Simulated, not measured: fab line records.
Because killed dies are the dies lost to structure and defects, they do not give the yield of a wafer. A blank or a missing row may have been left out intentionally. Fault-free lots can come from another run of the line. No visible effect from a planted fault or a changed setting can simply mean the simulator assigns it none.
Which tool was responsible? | flow sky130 | 24 lots, 72 wafers sampled, at 6 steps of a route of 708

== WHAT EACH GAUGE READ, for each wafer ==
SKY_GATE_OXIDE_TW_MEAS_14. Usual: GATE_OXIDE_TW typically reads 222.7, with standard deviation 2.
lot  | measured     | on            | GATE_OXIDE_TW     | flag
L074 | day 14 06:23 | film-metro-03 | 220.9 220.2 221.3 |
L075 | day 14 06:41 | film-metro-04 | 224.5 224.6 225.0 |
L076 | day 14 18:11 | film-metro-04 | 225.6 225.6 224.4 |
L077 | day 15 12:24 | film-metro-04 | 224.3 224.2 223.2 |
L079 | day 16 01:43 | film-metro-01 | 226.4 224.8 224.9 |
L078 | day 16 02:04 | film-metro-04 | 223.1 223.4 224.2 |
L081 | day 16 12:38 | film-metro-03 | 220.7 220.5 221.4 |
L080 | day 16 12:56 | film-metro-03 | 221.4 220.2 221.3 |
L082 | day 16 17:47 | film-metro-03 | 221.6 221.1 221.8 |
L083 | day 17 12:46 | film-metro-03 | 220.5 220.7 220.4 |
L084 | day 17 13:06 | film-metro-04 | 224.2 224.4 224.5 |
L085 | day 17 21:13 | film-metro-04 | 224.2 223.7 225.7 |
L086 | day 18 01:38 | film-metro-04 | 222.7 223.8 223.3 |
L087 | day 18 06:14 | film-metro-03 | 221.7 220.8 222.1 |
L088 | day 18 15:59 | film-metro-04 | 222.9 223.2 223.6 |
L089 | day 18 22:05 | film-metro-04 | 222.4 223.8 223.1 |
L090 | day 19 07:06 | film-metro-03 | 220.1 220.1 219.4 |
L091 | day 19 13:11 | film-metro-04 | 223.4 223.0 223.5 |
L092 | day 20 00:11 | film-metro-03 | 221.5 220.9 220.8 |
L093 | day 20 05:58 | film-metro-04 | 224.1 223.1 222.0 |
L094 | day 20 14:22 | film-metro-01 | 225.8 224.9 225.5 |
L095 | day 21 03:07 | film-metro-03 | 220.4 218.7 219.5 |
L096 | day 21 05:43 | film-metro-01 | 224.6 224.1 224.9 |
L097 | day 21 10:40 | film-metro-03 | 219.9 219.2 219.1 |

SKY_SD_P_CD_MEAS_07: the cd target is 380 nm. Usual: 379.2 nm for cd-nm, sd 2.4.
lot  | measured     | on        | cd-nm (nm)        | flag
L074 | day 26 04:20 | cd-sem-01 | 380.0 377.6 378.5 |
L075 | day 26 06:46 | cd-sem-02 | 382.5 382.6 382.4 |
L076 | day 26 17:16 | cd-sem-02 | 376.9 379.1 380.2 |
L077 | day 27 07:01 | cd-sem-02 | 378.2 379.3 379.2 |
L079 | day 27 21:02 | cd-sem-01 | 375.5 376.3 376.3 |
L078 | day 27 22:38 | cd-sem-02 | 378.7 381.4 380.5 |
L081 | day 28 08:20 | cd-sem-02 | 381.5 383.1 380.6 |
L080 | day 28 06:15 | cd-sem-02 | 377.2 380.4 376.9 |
L082 | day 28 12:56 | cd-sem-02 | 379.2 381.0 379.1 |
L083 | day 29 06:11 | cd-sem-02 | 377.5 377.6 375.0 |
L084 | day 29 04:57 | cd-sem-02 | 381.1 381.9 379.7 |
L085 | day 29 16:26 | cd-sem-02 | 376.9 374.8 376.3 |
L086 | day 29 18:34 | cd-sem-01 | 378.7 378.5 380.0 |
L087 | day 29 18:53 | cd-sem-02 | 378.9 379.5 381.5 |
L088 | day 30 06:43 | cd-sem-01 | 381.0 379.5 378.8 |
L089 | day 30 10:40 | cd-sem-02 | 382.2 383.4 379.1 |
L090 | day 30 20:52 | cd-sem-02 | 381.2 380.2 381.5 |
L091 | day 31 00:11 | cd-sem-01 | 376.7 375.2 375.4 |
L092 | day 31 11:23 | cd-sem-02 | 383.7 383.2 383.7 |
L093 | day 31 16:53 | cd-sem-01 | 381.3 377.1 375.1 |
L094 | day 31 23:30 | cd-sem-01 | 381.7 379.8 378.2 |
L095 | day 32 15:17 | cd-sem-01 | 378.0 378.4 379.4 |
L096 | day 32 15:20 | cd-sem-02 | 377.5 376.7 378.7 |
L097 | day 32 22:43 | cd-sem-02 | 379.9 379.6 379.8 |

SKY_VIA2_THK_MEAS_01. Usual: VIA2_HDPCVD_THK typically reads 1189 nm, with standard deviation 15.
lot  | measured     | on            | VIA2_HDPCVD_THK (nm) | flag
L074 | day 35 19:54 | film-metro-02 | 1164 1200 1177       |
L075 | day 35 22:28 | film-metro-02 | 1212 1182 1205       |
L076 | day 36 10:20 | film-metro-01 | 1196 1202 1189       |
L077 | day 36 20:57 | film-metro-01 | 1183 1196 1192       |
L079 | day 37 07:49 | film-metro-01 | 1200 1217 1187       |
L078 | day 37 07:59 | film-metro-03 | 1189 1175 1186       |
L081 | day 37 17:03 | film-metro-02 | 1179 1190 1175       |
L080 | day 37 15:07 | film-metro-02 | 1208 1201 1186       |
L082 | day 37 20:50 | film-metro-01 | 1188 1176 1172       |
L083 | day 38 13:04 | film-metro-03 | 1185 1175 1200       |
L084 | day 38 09:40 | film-metro-01 | 1181 1176 1199       |
L085 | day 38 21:08 | film-metro-02 | 1198 1191 1176       |
L086 | day 38 23:14 | film-metro-01 | 1201 1171 1211       |
L087 | day 38 23:34 | film-metro-03 | 1199 1195 1188       |
L088 | day 39 08:50 | film-metro-01 | 1164 1202 1177       |
L089 | day 39 14:41 | film-metro-02 | 1211 1168 1205       |
L090 | day 39 21:08 | film-metro-02 | 1168 1212 1189       |
L091 | day 40 00:53 | film-metro-03 | 1181 1202 1168       |
L092 | day 40 12:27 | film-metro-02 | 1167 1162 1163       |
L093 | day 40 18:44 | film-metro-01 | 1178 1183 1186       |
L094 | day 40 22:28 | film-metro-03 | 1172 1188 1172       |
L095 | day 41 12:38 | film-metro-01 | 1185 1180 1189       |
L096 | day 41 13:48 | film-metro-03 | 1176 1166 1181       |
L097 | day 41 20:39 | film-metro-03 | 1191 1198 1188       |

== WHICH TOOL RAN EACH LOT (tool, then ch and the chambers of the sampled wafers, then the start) ==
lot  | SKY_POLY_CUT_ETCH_11               | SKY_CONTACT_ETCH_16                | SKY_METAL2_SPUTTER_03
L074 | rie-diel-04 ch 0,1,2, day 24 22:47 | rie-diel-01 ch 0,1,2, day 32 05:52 | pvd-sputter-04, day 34 16:10
L075 | rie-diel-02 ch 0,2, day 25 00:38   | rie-diel-03 ch 0,2,3, day 32 08:52 | pvd-sputter-04, day 34 18:56
L076 | rie-diel-02 ch 0,1,2, day 25 11:40 | rie-diel-03 ch 0,1, day 32 20:40   | pvd-sputter-01, day 35 06:35
L077 | rie-diel-04 ch 0,2, day 26 01:50   | rie-diel-01 ch 0,1,2, day 33 08:52 | pvd-sputter-01, day 35 17:59
L079 | rie-diel-02 ch 0,2,3, day 26 15:44 | rie-diel-03 ch 1,2, day 33 19:34   | pvd-sputter-03, day 36 05:12
L078 | rie-diel-04 ch 0,1,3, day 26 17:26 | rie-diel-01 ch 0,2,3, day 33 21:07 | pvd-sputter-04, day 36 05:39
L081 | rie-diel-03 ch 1,2, day 27 03:04   | rie-diel-03 ch 0,1,2, day 34 06:20 | pvd-sputter-04, day 36 15:10
L080 | rie-diel-04 ch 1,2, day 27 01:17   | rie-diel-03 ch 0,1,3, day 34 04:58 | pvd-sputter-03, day 36 13:07
L082 | rie-diel-04 ch 0,3, day 27 07:29   | rie-diel-02 ch 1,2, day 34 10:07   | pvd-sputter-01, day 36 18:26
L083 | rie-diel-03 ch 0,1, day 28 02:16   | rie-diel-03 ch 0,1,3, day 35 02:56 | pvd-sputter-04, day 37 10:31
L084 | rie-diel-04 ch 2,3, day 28 00:35   | rie-diel-01 ch 1,2,3, day 35 00:40 | pvd-sputter-04, day 37 08:22
L085 | rie-diel-02 ch 0,1,3, day 28 12:50 | rie-diel-01 ch 0,1,2, day 35 11:22 | pvd-sputter-03, day 37 19:26
L086 | rie-diel-04 ch 1,2, day 28 14:22   | rie-diel-03 ch 0,1,3, day 35 14:25 | pvd-sputter-04, day 37 21:05
L087 | rie-diel-04 ch 1,2,3, day 28 16:37 | rie-diel-01 ch 0,1,3, day 35 14:32 | pvd-sputter-03, day 37 21:26
L088 | rie-diel-04 ch 0,1,2, day 29 03:37 | rie-diel-03 ch 1,2,3, day 35 23:44 | pvd-sputter-04, day 38 06:33
L089 | rie-diel-03 ch 0,1,2, day 29 06:55 | rie-diel-03 ch 0,1,2, day 36 05:22 | pvd-sputter-03, day 38 12:58
L090 | rie-diel-03 ch 0,2,3, day 29 17:44 | rie-diel-03 ch 0,1,2, day 36 13:43 | pvd-sputter-03, day 38 19:28
L091 | rie-diel-02 ch 0,1,2, day 29 19:40 | rie-diel-03 ch 0,2, day 36 16:19   | pvd-sputter-01, day 38 23:19
L092 | rie-diel-03 ch 0,1,3, day 30 07:58 | rie-diel-03 ch 0,1,2, day 37 04:35 | pvd-sputter-04, day 39 11:10
L093 | rie-diel-03 ch 0,1,2, day 30 13:23 | rie-diel-02 ch 1,2, day 37 10:43   | pvd-sputter-01, day 39 17:11
L094 | rie-diel-03 ch 0,1,2, day 30 20:22 | rie-diel-03 ch 0,1, day 37 15:20   | pvd-sputter-01, day 39 20:47
L095 | rie-diel-03 ch 2,3, day 31 11:52   | rie-diel-01 ch 1,2, day 38 04:49   | pvd-sputter-04, day 40 12:04
L096 | rie-diel-02 ch 0,2,3, day 31 11:53 | rie-diel-02 ch 0,2,3, day 38 05:43 | pvd-sputter-01, day 40 12:20
L097 | rie-diel-03 ch 0,1,2, day 31 19:35 | rie-diel-01 ch 1,2,3, day 38 13:13 | pvd-sputter-01, day 40 19:03
- SKY_POLY_CUT_ETCH_11: etches Si3N4 in CF4/CH2F2/Ar, stops on poly-Si, time 42.5 s, target depth 60 nm.
- SKY_CONTACT_ETCH_16: etches BARC in N2/H2, stops on SiO2, time 45.9 s, target depth 60 nm.
- SKY_METAL2_SPUTTER_03: material Ti, target thk 5 nm, time 3.3 s.

== WHAT THE TOOLS THEMSELVES READ (means of the sampled wafers that have a number; where no wafer has one, the mark that the record gives instead) ==
SKY_POLY_CUT_ETCH_11. Usual: drypump-motor-current-A 5.9 A, standard deviation 0.41; oes-product-au 0.831 a.u., standard deviation 0.0071; throttle-valve-pct 14.994 %, standard deviation 0.0096.
lot  | tool        | drypump-motor-current-A (A) | oes-product-au (a.u.) | throttle-valve-pct (%) | flag
L074 | rie-diel-04 | 5.5                         | 0.835                 | 14.997                 |
L075 | rie-diel-02 | 6.1                         | 0.842                 | 14.996                 |
L076 | rie-diel-02 | 5.8                         | 0.833                 | 14.994                 |
L077 | rie-diel-04 | 5.5                         | 0.825                 | 15.000                 |
L079 | rie-diel-02 | 6.0                         | 0.827                 | 14.987                 |
L078 | rie-diel-04 | 5.5                         | 0.825                 | 14.986                 |
L081 | rie-diel-03 | 6.0                         | 0.831                 | 14.988                 |
L080 | rie-diel-04 | 5.6                         | 0.834                 | 14.998                 |
L082 | rie-diel-04 | 5.5                         | 0.841                 | 14.981                 |
L083 | rie-diel-03 | 6.5                         | 0.837                 | 15.001                 |
L084 | rie-diel-04 | 5.4                         | 0.829                 | 14.988                 |
L085 | rie-diel-02 | 5.9                         | 0.829                 | 14.993                 |
L086 | rie-diel-04 | 5.6                         | 0.836                 | 14.990                 |
L087 | rie-diel-04 | 5.5                         | 0.829                 | 14.989                 |
L088 | rie-diel-04 | 5.5                         | 0.828                 | 14.989                 |
L089 | rie-diel-03 | 6.1                         | 0.819                 | 14.988                 |
L090 | rie-diel-03 | 6.1                         | 0.827                 | 14.996                 |
L091 | rie-diel-02 | 5.8                         | 0.820                 | 14.994                 |
L092 | rie-diel-03 | 6.3                         | 0.833                 | 15.001                 |
L093 | rie-diel-03 | 6.1                         | 0.835                 | 14.988                 |
L094 | rie-diel-03 | 6.2                         | 0.836                 | 14.989                 |
L095 | rie-diel-03 | 5.7                         | 0.826                 | 14.984                 |
L096 | rie-diel-02 | 6.0                         | 0.824                 | 14.999                 |
L097 | rie-diel-03 | 6.1                         | 0.839                 | 14.986                 |

SKY_CONTACT_ETCH_16. Usual: drypump-motor-current-A 6.1 A, standard deviation 0.4; oes-product-au 0.855 a.u., standard deviation 0.0048; throttle-valve-pct 13.223 %, standard deviation 0.0092.
lot  | tool        | drypump-motor-current-A (A) | oes-product-au (a.u.) | throttle-valve-pct (%) | flag
L074 | rie-diel-01 | 5.9                         | 0.852                 | 13.226                 |
L075 | rie-diel-03 | 6.1                         | 0.852                 | 13.222                 |
L076 | rie-diel-03 | 6.5                         | 0.855                 | 13.226                 |
L077 | rie-diel-01 | 5.9                         | 0.855                 | 13.220                 |
L079 | rie-diel-03 | 6.0                         | 0.856                 | 13.223                 |
L078 | rie-diel-01 | 5.8                         | 0.858                 | 13.218                 |
L081 | rie-diel-03 | 6.1                         | 0.854                 | 13.233                 |
L080 | rie-diel-03 | 6.3                         | 0.852                 | 13.218                 |
L082 | rie-diel-02 | 5.7                         | 0.858                 | 13.232                 |
L083 | rie-diel-03 | 6.3                         | 0.857                 | 13.221                 |
L084 | rie-diel-01 | 5.8                         | 0.851                 | 13.225                 |
L085 | rie-diel-01 | 5.9                         | 0.858                 | 13.229                 |
L086 | rie-diel-03 | 6.3                         | 0.856                 | 13.225                 |
L087 | rie-diel-01 | 6.1                         | 0.852                 | 13.232                 |
L088 | rie-diel-03 | 6.0                         | 0.854                 | 13.230                 |
L089 | rie-diel-03 | 6.2                         | 0.851                 | 13.225                 |
L090 | rie-diel-03 | 6.2                         | 0.859                 | 13.228                 |
L091 | rie-diel-03 | 6.2                         | 0.851                 | 13.218                 |
L092 | rie-diel-03 | 6.1                         | 0.858                 | 13.220                 |
L093 | rie-diel-02 | 5.6                         | 0.860                 | 13.217                 |
L094 | rie-diel-03 | 6.5                         | 0.852                 | 13.224                 |
L095 | rie-diel-01 | 5.6                         | 0.852                 | 13.225                 |
L096 | rie-diel-02 | 6.0                         | 0.851                 | 13.228                 |
L097 | rie-diel-01 | 5.8                         | 0.849                 | 13.225                 |

SKY_METAL2_SPUTTER_03. Usual: 29.6 % for throttle-valve-pct, sd 0.85.
lot  | tool           | throttle-valve-pct (%) | flag
L074 | pvd-sputter-04 | 29.5                   |
L075 | pvd-sputter-04 | 29.1                   |
L076 | pvd-sputter-01 | 29.8                   |
L077 | pvd-sputter-01 | 29.7                   |
L079 | pvd-sputter-03 | 29.3                   |
L078 | pvd-sputter-04 | 29.8                   |
L081 | pvd-sputter-04 | 30.1                   |
L080 | pvd-sputter-03 | 29.2                   |
L082 | pvd-sputter-01 | 30.0                   |
L083 | pvd-sputter-04 | 29.1                   |
L084 | pvd-sputter-04 | 29.5                   |
L085 | pvd-sputter-03 | 30.5                   |
L086 | pvd-sputter-04 | 29.4                   |
L087 | pvd-sputter-03 | 29.2                   |
L088 | pvd-sputter-04 | 29.5                   |
L089 | pvd-sputter-03 | 29.6                   |
L090 | pvd-sputter-03 | 29.0                   |
L091 | pvd-sputter-01 | 29.9                   |
L092 | pvd-sputter-04 | 29.1                   |
L093 | pvd-sputter-01 | 29.4                   |
L094 | pvd-sputter-01 | 29.7                   |
L095 | pvd-sputter-04 | 28.4                   |
L096 | pvd-sputter-01 | 29.8                   |
L097 | pvd-sputter-01 | 29.7                   |

== THE ANSWER, worked out from the rows above alone ==
Rule: lot off if the mean of its wafers having a number is beyond 3 standard deviations from the usual mean. Also off: a lot with no number at a reading for which 4 or more lots have one. The other lots that the step has rows for count as sound. After the gauges, taken in route order, come the tools' own readings; for these a lot's mean is taken, as printed above. At the first step where some lot is off, the reading lying furthest off is the one used; lots without a number count as furthest.
Nothing can be told from this: no lot is off at any reading shown.

== WHAT THE SIMULATOR HAD PUT IN ==
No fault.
